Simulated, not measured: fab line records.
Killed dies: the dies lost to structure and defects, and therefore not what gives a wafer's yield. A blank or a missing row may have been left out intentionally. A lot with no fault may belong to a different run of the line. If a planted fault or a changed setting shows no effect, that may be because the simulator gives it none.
Which of the tools did it? -- flow gf180mcu -- Sampling: 10 lots, 30 wafers, 6 of 602 route steps

== WHAT THE GAUGES READ, wafer by wafer ==
GF_V4_CD_MEAS_14: target cd 260 nm.
lot,measured,on,cd-nm (nm)
L263,day 24 11:04,cd-sem-02,259.8 259.3 259.1
L264,day 24 20:08,cd-sem-01,259.4 259.8 260.1
L268,day 26 06:59,cd-sem-01,259.1 258.7 259.4
L269,day 26 15:17,cd-sem-01,257.9 258.5 257.3
L270,day 26 23:53,cd-sem-02,258.5 260.1 260.3
L271,day 27 07:44,cd-sem-01,258.2 257.3 258.6
L281,day 29 23:47,cd-sem-01,260.7 259.5 260.7
L283,day 30 13:19,cd-sem-01,258.8 258.0 259.0
L284,day 30 20:25,cd-sem-02,260.9 261.1 260.5
L286,day 31 08:47,cd-sem-02,258.3 258.9 258.4

GF_MIM_RS_MEAS_10: the measuring method here is four-point-probe.
lot,measured,on,MIM_ALCU_RS (ohm/sq)
L263,day 24 13:00,film-metro-03,0.1594 0.1595 0.1601
L264,day 24 22:04,film-metro-03,0.1612 0.1601 0.1605
L268,day 26 08:55,film-metro-02,0.1619 0.1607 0.1617
L269,day 26 17:12,film-metro-02,0.1617 0.1625 0.1607
L270,day 27 01:49,film-metro-03,0.1599 0.1605 0.1612
L271,day 27 09:46,film-metro-03,0.1586 0.1593 0.1604
L281,day 30 02:05,film-metro-04,0.1613 0.1630 0.1602
L283,day 30 15:16,film-metro-03,0.1594 0.1593 0.1591
L284,day 30 22:20,film-metro-04,0.1522 0.1615 0.1623
L286,day 31 10:44,film-metro-03,0.1626 0.1589 0.1600

GF_MIM_THK_MEAS_11: measures by xrf.
lot,measured,on,MIM_ALCU_THK (nm)
L263,day 24 13:07,film-metro-03,201.4 200.9 201.0
L264,day 24 22:11,film-metro-03,198.8 199.2 200.2
L268,day 26 09:02,film-metro-02,196.8 198.3 198.3
L269,day 26 17:18,film-metro-02,196.9 196.1 198.4
L270,day 27 01:55,film-metro-03,201.1 199.6 198.4
L271,day 27 09:52,film-metro-03,201.6 200.8 199.4
L281,day 30 02:11,film-metro-04,198.0 197.2 201.2
L283,day 30 15:23,film-metro-03,200.8 200.8 201.0
L284,day 30 22:28,film-metro-04,211.0 197.6 197.8
L286,day 31 10:52,film-metro-03,196.5 201.0 199.6

== WHAT TOOL EACH LOT RAN ON (gives the tool, then ch and the chambers of the sampled wafers, and finally the start) ==
lot,GF_M4_METAL_ETCH_16,GF_V4_ETCH_17,GF_MIM_SPUTTER_08
L263,"rie-metal-02 ch 0,1, day 23 11:47","rie-diel-04 ch 1,2,3, day 24 12:57 or earlier","pvd-sputter-01, day 24 12:57"
L264,"rie-metal-03 ch 1, day 23 20:58","rie-diel-04 ch 0,2,3, day 24 22:01 or earlier","pvd-sputter-01, day 24 22:01"
L268,"rie-metal-04 ch 0,1, day 25 08:18","rie-diel-02 ch 0,1,3, day 26 08:52 or earlier","pvd-sputter-04, day 26 08:52"
L269,"rie-metal-03 ch 0,1, day 25 17:17","rie-diel-01 ch 0,1,3, day 26 17:07 or earlier","pvd-sputter-03, day 26 17:07"
L270,"rie-metal-04 ch 0, day 26 01:45","rie-diel-04 ch 1,2, day 27 01:44 or earlier","pvd-sputter-03, day 27 01:44"
L271,"rie-metal-03 ch 0,1, day 26 09:44","rie-diel-01 ch 1,2, day 27 09:40 or earlier","pvd-sputter-01, day 27 09:40"
L281,"rie-metal-03 ch 0,1, day 29 03:31","rie-diel-01 ch 0,2,3, day 30 02:01 or earlier","pvd-sputter-01, day 30 02:01"
L283,"rie-metal-02 ch 0,1, day 29 17:23","rie-diel-01 ch 0,1,2, day 30 15:13 or earlier","pvd-sputter-03, day 30 15:13"
L284,"rie-metal-04 ch 0, day 30 00:49","rie-diel-04 ch 1,3, day 30 22:17 or earlier","pvd-sputter-03, day 30 22:17"
L286,"rie-metal-02 ch 0,1, day 30 13:43","rie-diel-04 ch 0,2,3, day 31 10:41 or earlier","pvd-sputter-04, day 31 10:41"
- GF_M4_METAL_ETCH_16: etches the open film in Cl2/BCl3, stops on SiO2, target depth 627.5 nm, time 104.6 s.
- GF_V4_ETCH_17: etches SiO2 in C4F8/O2/Ar, stops on TiN, target depth 630 nm.
- GF_MIM_SPUTTER_08: material AlCu, target thk 200 nm, time 10.6 s.

== AS READ BY THE TOOLS THEMSELVES (means over the sampled wafers that have a number; for cases with no such wafer, the mark the record gives instead) ==
GF_M4_METAL_ETCH_16.
lot,tool,drypump-motor-current-A (A),oes-product-au (a.u.),throttle-valve-pct (%)
L263,rie-metal-02,5.7,0.975,28.247
L264,rie-metal-03,5.5,0.967,28.243
L268,rie-metal-04,5.9,0.963,28.258
L269,rie-metal-03,5.4,0.966,28.254
L270,rie-metal-04,6.3,0.971,28.248
L271,rie-metal-03,5.4,0.974,28.262
L281,rie-metal-03,5.4,0.971,28.247
L283,rie-metal-02,5.7,0.962,28.256
L284,rie-metal-04,6.3,0.971,28.249
L286,rie-metal-02,5.7,0.962,28.264

GF_V4_ETCH_17.
lot,tool,oes-product-au (a.u.)
L263,rie-diel-04,0.857
L264,rie-diel-04,0.858
L268,rie-diel-02,0.860
L269,rie-diel-01,0.864
L270,rie-diel-04,0.865
L271,rie-diel-01,0.865
L281,rie-diel-01,0.860
L283,rie-diel-01,0.859
L284,rie-diel-04,0.862
L286,rie-diel-04,0.861

GF_MIM_SPUTTER_08.
lot,tool,throttle-valve-pct (%)
L263,pvd-sputter-01,30.7
L264,pvd-sputter-01,29.6
L268,pvd-sputter-04,30.5
L269,pvd-sputter-03,29.0
L270,pvd-sputter-03,31.0
L271,pvd-sputter-01,29.4
L281,pvd-sputter-01,30.5
L283,pvd-sputter-03,31.1
L284,pvd-sputter-03,30.2
L286,pvd-sputter-04,30.8

== THE ANSWER, worked out from the rows above alone ==
Rule: the lots themselves supply what counts as usual. Put in order of their means at a reading, lots are off if they are a third of the lots or fewer, leave a main group of 4 or more, and stand apart from it by a gap of 3 or more times the standard deviation of the main group's means; of several such gaps the widest counts. A main group is skipped when, at the precision printed for the reading in the tables above, its means are all equal. A lot without any number at a reading at which 4 lots or more have one is off too. Where the step has rows for the other lots, those lots are counted as sound. The gauges are gone through in route order, then the tools' own readings, and for those a lot's mean is taken as printed above. At the first step where some lot is off, the reading lying furthest off is the one used; lots without a number count as furthest.
No lot is off on any of the readings shown, so nothing can be concluded from this.

== WHAT THE SIMULATOR HAD INSERTED ==
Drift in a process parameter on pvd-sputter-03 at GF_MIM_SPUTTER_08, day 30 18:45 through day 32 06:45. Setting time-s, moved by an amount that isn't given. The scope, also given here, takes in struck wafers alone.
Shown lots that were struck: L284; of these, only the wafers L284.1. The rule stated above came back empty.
